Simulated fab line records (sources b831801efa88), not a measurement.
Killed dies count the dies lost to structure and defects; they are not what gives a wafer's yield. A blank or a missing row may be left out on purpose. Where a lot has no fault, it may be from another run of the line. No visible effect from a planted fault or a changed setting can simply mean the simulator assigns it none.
Struck lot and sound lot, side by side    flow gf180mcu    16 steps out of a route of 602
Sound: wafers L334.2, L334.4, L334.5. Struck: wafers L342.1, L342.4, L342.5. The cause comes at the end.
Each step with rows lists, per side, the tool, then ch with its chambers, then its first start. Under that, the readings that differ: sound wafers    struck wafers    difference of the means    sigmas: that difference in standard deviations of wafers without a fault.
alike: a reading whose means differ by less than 2 such deviations, as well as words and numbers matching on both sides. not compared: withheld readings; readings where some wafer has no value; bounds like >300 that might hide an equal value; numbers whose values overlap and for which the record gives no deviation.
The two part at a step that has a row with sigmas, a row that says differs or no value, or rows on one side only. Numbers that don't overlap but have no deviation are shown without sigmas and don't part them. A reading that every wafer of one side lacks parts them only if that side has two wafers or more.

first, 3 steps without rows for these wafers: GF_V4_EXPOSE_11 (exposes mask Via4, target cd 260 nm); GF_V4_PEB_12 (peb time 90 s); GF_V4_DEVELOP_13 (develop time 60 s).
GF_V4_CD_MEAS_14 targets a cd of 260 nm.
  struck on cdSem-02, day 29 12:04; sound on cdSem-01, day 27 10:26
  alike: cdNm
GF_V4_OVL_MEAS_15:
  struck on overlay-01, day 29 12:11; sound on overlay-01, day 27 10:32
  alike: V4_OVL
GF_V4_ETCH_16: etches BARC in N2/H2.
  sound on rieDiel-04 ch 2,3, day 27 10:34; struck on rieDiel-03 ch 0,3, day 29 12:13
reading              sound              struck             difference  sigmas
oesProductAu (a.u.)  0.853 0.855 0.852  0.867 0.860 0.863  +0.010      +2
  alike: drypumpMotorCurrentA, n2FlowSccm, throttleValvePct
GF_V4_ETCH_17: etches SiO2 in C4F8/O2/Ar, stops on TiN, target depth 630 nm.
  sound: rieDiel-04 ch 2,3; struck: rieDiel-03 ch 0,3
  alike: oesProductAu
GF_V4_STRIP_18: strips in O2/N2.
  sound on plasmaAsher-01 ch 0,1, day 27 10:42; struck on plasmaAsher-02 ch 0, day 29 12:21
  alike: drypumpMotorCurrentA, heaterPowerW, n2FlowSccm, oesProductAu
  not compared: rfHoursCounterH
then, 2 steps without rows for these wafers: GF_V4_STRIP_19 (strips in post etch residue remover, time 1200 s); GF_V4_CLEAN_20 (cleans in DIW).
GF_V4_SPUTTER_21: material Ti, target thk 15 nm, time 80.02 s.
  struck on pvdSputter-03, day 29 12:53; sound on pvdSputter-02, day 27 11:16
  alike: throttleValvePct
GF_V4_SPUTTER_22: material TiN, target thk 10 nm, time 40 s.
  struck on pvdSputter-03, day 29 12:57; sound on pvdSputter-02, day 27 11:19
  alike: throttleValvePct
GF_V4_CVD_23: deposits W, target thk 350 nm, time 104.9 s.
  sound on cvdW-02 ch 0,1, day 27 11:22; struck on cvdW-02 ch 0,1, day 29 12:59
reading                          sound              struck             difference  sigmas
chamberPressureTorr (Torr)       39.95 39.90 39.97  38.02 38.04 38.02  -1.91       -21
model.W_of_V4_CVD_23.thkNm (nm)  342.3 346.5 340.8  334.3 332.4 328.8  -11.4       
  alike: heaterPowerW
GF_V4_RS_MEAS_24: a four-point-probe measurement.
  struck on filmMetro-01, day 29 13:23; sound on filmMetro-01, day 27 11:29
reading           sound              struck             difference  sigmas
V4_W_RS (ohm/sq)  0.335 0.331 0.337  0.343 0.345 0.349  +0.011      +3
  not compared: hold
GF_V4_THK_MEAS_25: measures by xrf.
  struck on filmMetro-01, day 29 13:37; sound on filmMetro-01, day 27 11:36
reading        sound        struck       difference  sigmas
V4_W_THK (nm)  344 351 345  334 331 328  -16         -3
-- the record jumps here: 4 days lie between the struck wafers' starts before and after (it left off in module V4 and takes up again in module PASSIVATION, whose first step shown is number 602 of the route) --
GF_PASSIVATION_PROBE_99:
  the record has rows for the struck wafers here (prober-01, day 33 11:01) and none for the sound ones

## WHERE THEY PART
At GF_V4_ETCH_16 first; at GF_PASSIVATION_PROBE_99 last (within this record only).

WHY: the cause the simulator had injected
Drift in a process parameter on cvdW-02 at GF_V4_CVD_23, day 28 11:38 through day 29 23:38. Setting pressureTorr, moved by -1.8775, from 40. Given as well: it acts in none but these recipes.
